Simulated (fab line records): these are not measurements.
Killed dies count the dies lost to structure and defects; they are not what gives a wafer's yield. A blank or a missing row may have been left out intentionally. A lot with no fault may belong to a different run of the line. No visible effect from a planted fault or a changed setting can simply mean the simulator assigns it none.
One fault through the eyes of 2 desks || flow sky130 || only its own numbers are on each desk; what lay behind them is given at the end

## THE METROLOGY DESK
What the gauges read, lot by lot, whatever tool the lot ran on: means of the sampled wafers that have a number. Any lot whose mean is over 4 standard deviations away from the usual mean is out of limits and marked OUT; that distance is given in the brackets.
Columns: A = FIELD_ISO_CVD_03_THK at SKY_FIELD_ISO_THK_MEAS_04, usual 164.5 nm; B = FIELD_ISO_CVD_24_THK at SKY_FIELD_ISO_THK_MEAS_25, usual 594 nm; C = NWELL_00_OVL at SKY_NWELL_OVL_MEAS_10, usual -0.2 nm
{"lot": "L571", "first seen here": "day 1 15:53", "A": 163.6, "B": 602, "C": 1.3}
{"lot": "L572", "first seen here": "day 1 20:13", "A": 165.7, "B": 592, "C": -1.7}
{"lot": "L573", "first seen here": "day 2 00:20", "A": 167.2, "B": 592, "C": -0.6}
{"lot": "L574", "first seen here": "day 2 05:17", "A": 166.0, "B": 589, "C": -0.1}
{"lot": "L577", "first seen here": "day 2 20:23", "A": 162.8, "B": 600, "C": -1.9}
{"lot": "L580", "first seen here": "day 3 11:41", "A": 163.5, "B": 597, "C": -0.5}
{"lot": "L581", "first seen here": "day 3 19:47", "A": 164.4, "B": 596, "C": -1.4}
{"lot": "L585", "first seen here": "day 4 13:50", "A": 164.9, "B": 590, "C": 1.1}
{"lot": "L588", "first seen here": "day 5 02:44", "A": 163.3, "B": 591, "C": -1.5}
{"lot": "L590", "first seen here": "day 5 12:53", "A": 164.6, "B": 591, "C": 1.6}
{"lot": "L591", "first seen here": "day 5 18:20", "A": 165.5, "B": 591, "C": -1.5}
{"lot": "L592", "first seen here": "day 5 23:08", "A": 164.8, "B": 590, "C": 0.1}
{"lot": "L593", "first seen here": "day 6 04:17", "A": 165.6, "B": 591, "C": 0.7}
{"lot": "L594", "first seen here": "day 6 10:25", "A": 165.0, "B": 591, "C": -1.2}
This desk found nothing out of limits on any of the 14 lots.

## DESK OF THE TOOL OWNER: rie_si-02
The tool's own readings at SKY_FIELD_ISO_ETCH_17 (etches Si in HBr/Cl2/O2, target depth 342 nm, time 97.7 s): means of the sampled wafers that have a number, for each lot that ran on this tool. Any lot whose mean is over 4 standard deviations away from the usual mean is out of limits and marked OUT; that distance is given in the brackets.
Columns: A = drypump_motor_current_A at SKY_FIELD_ISO_ETCH_17, usual 5.6 A; B = he_backside_leak_sccm at SKY_FIELD_ISO_ETCH_17, usual 2.67 sccm; C = oes_product_au at SKY_FIELD_ISO_ETCH_17, usual 1.004 a.u.; D = run_length_s at SKY_FIELD_ISO_ETCH_17, usual 125.9 s; E = throttle_valve_pct at SKY_FIELD_ISO_ETCH_17, usual 25.653 %
{"lot": "L573", "first seen here": "day 2 15:50", "A": 5.3, "B": 2.80, "C": 1.015, "D": 125.7, "E": 25.648}
{"lot": "L577", "first seen here": "day 3 12:40", "A": 5.4, "B": 2.75, "C": 1.022, "D": "91.8 (-87) OUT", "E": 25.642}
{"lot": "L580", "first seen here": "day 4 03:32", "A": 5.3, "B": 2.87, "C": 1.026, "D": "103.0 (-59) OUT", "E": 25.633}
{"lot": "L581", "first seen here": "day 4 11:26", "A": 4.9, "B": 2.87, "C": 1.015, "D": "108.8 (-44) OUT", "E": 25.640}
{"lot": "L593", "first seen here": "day 6 23:44", "A": 5.2, "B": 2.80, "C": 1.012, "D": 125.6, "E": 25.650}
{"lot": "L594", "first seen here": "day 7 06:32", "A": 5.6, "B": 2.73, "C": 1.003, "D": 125.8, "E": 25.652}
Finding of this desk: L577, L580, L581 out of limits; the first was L577 at day 3 12:40, on run_length_s at SKY_FIELD_ISO_ETCH_17. L573, L593, L594: within limits.

## PUT TOGETHER
On L577, L580, L581, at day 3 12:40, an alarm was possible from the tool owner's desk.
The metrology desk saw nothing out of limits.
The metrology desk has L577, L580, L581 on record, within its limits.
The lots listed all ran SKY_FIELD_ISO_ETCH_17 on rie_si-02.

## WHAT HAD BEEN PUT IN BY THE SIMULATOR
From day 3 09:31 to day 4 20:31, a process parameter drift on rie_si-02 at SKY_FIELD_ISO_ETCH_17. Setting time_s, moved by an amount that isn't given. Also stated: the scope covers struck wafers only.
Shown lots that were struck: L577, L580, L581.
Delay in hours, fault start to first out-of-limits reading, by desk: the tool owner's desk at 3.
